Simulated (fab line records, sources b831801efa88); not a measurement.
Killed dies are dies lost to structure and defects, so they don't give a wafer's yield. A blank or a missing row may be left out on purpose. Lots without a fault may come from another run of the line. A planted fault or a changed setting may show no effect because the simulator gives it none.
Which tool did it? | flow gf180mcu | 14 lots, 42 wafers sampled, at 5 steps of a route of 602

WHAT THE GAUGES READ, wafer by wafer
GF_VT_IMPLANT_TW_MEAS_10. Usual: VT_IMPLANT_TW 556, standard deviation 8.3.
lot  | measured     | on            | VT_IMPLANT_TW           | flag
L451 | day 5 18:52  | film_metro-02 | 546 548 544             |
L453 | day 6 10:11  | film_metro-01 | 556 556 558             |
L455 | day 6 16:49  | film_metro-02 | 551 549 547             |
L456 | day 6 18:19  | film_metro-02 | 685 681 683 687 680 684 | OFF
L457 | day 7 05:44  | film_metro-02 | 550 547 546             |
L458 | day 7 15:04  | film_metro-02 | 686 681 677 685 681 682 | OFF
L462 | day 8 11:08  | film_metro-01 | 558 558 558             |
L466 | day 9 11:20  | film_metro-04 | 705 711 710 713 714 713 | OFF
L468 | day 10 00:29 | film_metro-04 | 573 575 575             |
L469 | day 10 07:35 | film_metro-02 | 550 551 551             |
L470 | day 10 11:59 | film_metro-02 | 550 549 549             |
L471 | day 10 17:56 | film_metro-04 | 572 570 568             |
L473 | day 11 07:15 | film_metro-02 | 549 549 549             |
L474 | day 11 14:38 | film_metro-04 | 565 566 568             |

GF_VT_IMPLANT_OVL_MEAS_18. Usual: VT_IMPLANT_01_OVL -0.2 nm, standard deviation 1.3.
lot  | measured     | on         | VT_IMPLANT_01_OVL (nm) | flag
L451 | day 6 09:15  | overlay-01 | -1.9 -1.6 -1.0         |
L453 | day 7 00:55  | overlay-02 | 0.7 -0.1 -0.4          |
L455 | day 7 07:55  | overlay-01 | -1.6 1.3 0.2           |
L456 | day 7 09:16  | overlay-02 | 0.8 -0.2 1.6           |
L457 | day 7 21:10  | overlay-01 | -0.3 -0.8 -1.0         |
L458 | day 8 07:13  | overlay-01 | -1.6 0.3 -0.1          |
L462 | day 9 03:24  | overlay-02 | 0.1 0.4 0.3            |
L466 | day 10 03:58 | overlay-02 | -0.2 -2.7 -1.1         |
L468 | day 10 18:19 | overlay-01 | -1.5 -1.5 -0.3         |
L469 | day 11 01:11 | overlay-01 | -1.5 -3.0 -3.3         |
L470 | day 11 06:03 | overlay-01 | -0.4 -0.5 -1.4         |
L471 | day 11 11:52 | overlay-01 | -1.6 -1.5 -0.1         |
L473 | day 12 01:49 | overlay-02 | -0.1 1.0 0.7           |
L474 | day 12 09:36 | overlay-02 | 1.7 -0.9 -0.8          |

GF_HV_LDD_OVL_MEAS_08. Usual: HV_LDD_OVL 0.0 nm, standard deviation 1.3.
lot  | measured     | on         | HV_LDD_OVL (nm) | flag
L451 | day 10 04:59 | overlay-02 | 3.5 1.5 0.2     |
L453 | day 10 23:37 | overlay-01 | -1.5 0.0 -1.0   |
L455 | day 11 08:35 | overlay-02 | 0.7 2.1 3.1     |
L456 | day 11 08:41 | overlay-01 | -0.4 -0.8 -0.5  |
L457 | day 11 22:20 | overlay-01 | -3.6 0.3 -0.3   |
L458 | day 12 09:43 | overlay-01 | -0.8 -2.3 -3.3  |
L462 | day 13 07:17 | overlay-02 | 1.0 1.9 1.8     |
L466 | day 14 12:50 | overlay-01 | 0.8 2.3 1.6     |
L468 | day 15 03:40 | overlay-02 | -0.8 -0.1 1.1   |
L469 | day 15 16:44 | overlay-01 | 1.3 -0.4 2.1    |
L470 | day 15 20:01 | overlay-01 | -1.7 -1.5 -1.3  |
L471 | day 16 01:10 | overlay-02 | 0.3 -0.1 -1.3   |
L473 | day 16 20:20 | overlay-02 | 1.4 -0.2 -1.1   |
L474 | day 17 02:41 | overlay-02 | -2.4 -0.1 -0.9  |

WHICH TOOL RAN EACH LOT (tool, then ch and the chambers of the sampled wafers, then the start)
lot  | GF_STI_SOFTBAKE_08               | GF_VT_IMPLANT_IMPLANT_08
L451 | litho_track-01 ch 0, day 1 19:55 | implanter-04 ch 0, day 5 18:38
L453 | litho_track-01 ch 0, day 2 09:26 | implanter-02 ch 0, day 6 09:56
L455 | litho_track-01 ch 0, day 2 17:22 | implanter-02 ch 0, day 6 16:34
L456 | litho_track-01 ch 0, day 2 20:34 | implanter-02 ch 0, day 6 17:45
L457 | litho_track-03 ch 0, day 3 02:41 | implanter-03 ch 0, day 7 05:30
L458 | litho_track-03 ch 0, day 3 08:16 | implanter-03 ch 0, day 7 14:29
L462 | litho_track-01 ch 0, day 4 04:11 | implanter-02 ch 0, day 8 10:53
L466 | litho_track-01 ch 0, day 4 23:14 | implanter-03 ch 0, day 9 10:47
L468 | litho_track-01 ch 0, day 5 10:44 | implanter-02 ch 0, day 10 00:14
L469 | litho_track-01 ch 0, day 5 15:23 | implanter-03 ch 0, day 10 07:20
L470 | litho_track-01 ch 0, day 5 20:02 | implanter-02 ch 0, day 10 11:44
L471 | litho_track-01 ch 0, day 6 00:26 | implanter-02 ch 0, day 10 17:41
L473 | litho_track-03 ch 0, day 6 12:08 | implanter-02 ch 0, day 11 07:01
L474 | litho_track-03 ch 0, day 6 16:07 | implanter-03 ch 0, day 11 14:25
- GF_STI_SOFTBAKE_08: time 61.66 s.
- GF_VT_IMPLANT_IMPLANT_08

WHAT THE TOOLS THEMSELVES READ (means of the sampled wafers that have a number; where no wafer has one, the mark that the record gives instead)
GF_STI_SOFTBAKE_08. Usual: plate_sensor_t_centre_C 131.02 C, standard deviation 0.0098; plate_sensor_t_edge_C 131.21 C, standard deviation 0.0097; softbake_temp_c 130.04 C, standard deviation 0.14.
lot  | tool           | plate_sensor_t_centre_C (C) | plate_sensor_t_edge_C (C) | softbake_temp_c (C) | flag
L451 | litho_track-01 | 131.01                      | 131.22                    | 129.93              |
L453 | litho_track-01 | 131.01                      | 131.20                    | 130.06              |
L455 | litho_track-01 | 131.01                      | 131.21                    | 129.98              |
L456 | litho_track-01 | 131.02                      | 131.21                    | 129.98              |
L457 | litho_track-03 | 131.02                      | 131.21                    | 130.10              |
L458 | litho_track-03 | 131.02                      | 131.22                    | 130.23              |
L462 | litho_track-01 | 131.01                      | 131.21                    | 130.18              |
L466 | litho_track-01 | 131.01                      | 131.22                    | 130.13              |
L468 | litho_track-01 | 131.01                      | 131.21                    | 130.07              |
L469 | litho_track-01 | 131.02                      | 131.22                    | 129.97              |
L470 | litho_track-01 | 131.01                      | 131.21                    | 130.00              |
L471 | litho_track-01 | 131.02                      | 131.22                    | 129.85              |
L473 | litho_track-03 | 131.01                      | 131.20                    | 130.13              |
L474 | litho_track-03 | 131.01                      | 131.21                    | 130.09              |

GF_VT_IMPLANT_IMPLANT_08. Usual: beam_on_s 10.03 s, standard deviation 0.21.
lot  | tool         | beam_on_s (s) | flag
L451 | implanter-04 | 9.90          |
L453 | implanter-02 | 9.92          |
L455 | implanter-02 | 9.99          |
L456 | implanter-02 | 10.10         |
L457 | implanter-03 | 9.89          |
L458 | implanter-03 | 9.98          |
L462 | implanter-02 | 10.04         |
L466 | implanter-03 | 10.12         |
L468 | implanter-02 | 9.87          |
L469 | implanter-03 | 10.18         |
L470 | implanter-02 | 10.12         |
L471 | implanter-02 | 10.06         |
L473 | implanter-02 | 9.91          |
L474 | implanter-03 | 10.15         |

THE ANSWER, worked out from the rows above alone
Rule: a lot is off if the mean of its wafers that have a number lies more than 3 standard deviations from the usual mean. A lot without any number at a reading at which 4 lots or more have one is off too. The other lots that the step has rows for count as sound. The gauges are gone through in route order, then the tools' own readings, and for those a lot's mean is taken as printed above. The first step at which some lot is off is used, and at that step the reading that is off furthest; a lot without a number counts as furthest.
Off: L456, L458, L466, at GF_VT_IMPLANT_TW_MEAS_10 (VT_IMPLANT_TW).
A tool fits if, at a process step before that reading, it ran every lot that is off, and no sound lot after the first of them. The gauges at GF_VT_IMPLANT_TW_MEAS_10 are tried like those tools. None of those tried fits.

WHAT THE SIMULATOR HAD PUT IN
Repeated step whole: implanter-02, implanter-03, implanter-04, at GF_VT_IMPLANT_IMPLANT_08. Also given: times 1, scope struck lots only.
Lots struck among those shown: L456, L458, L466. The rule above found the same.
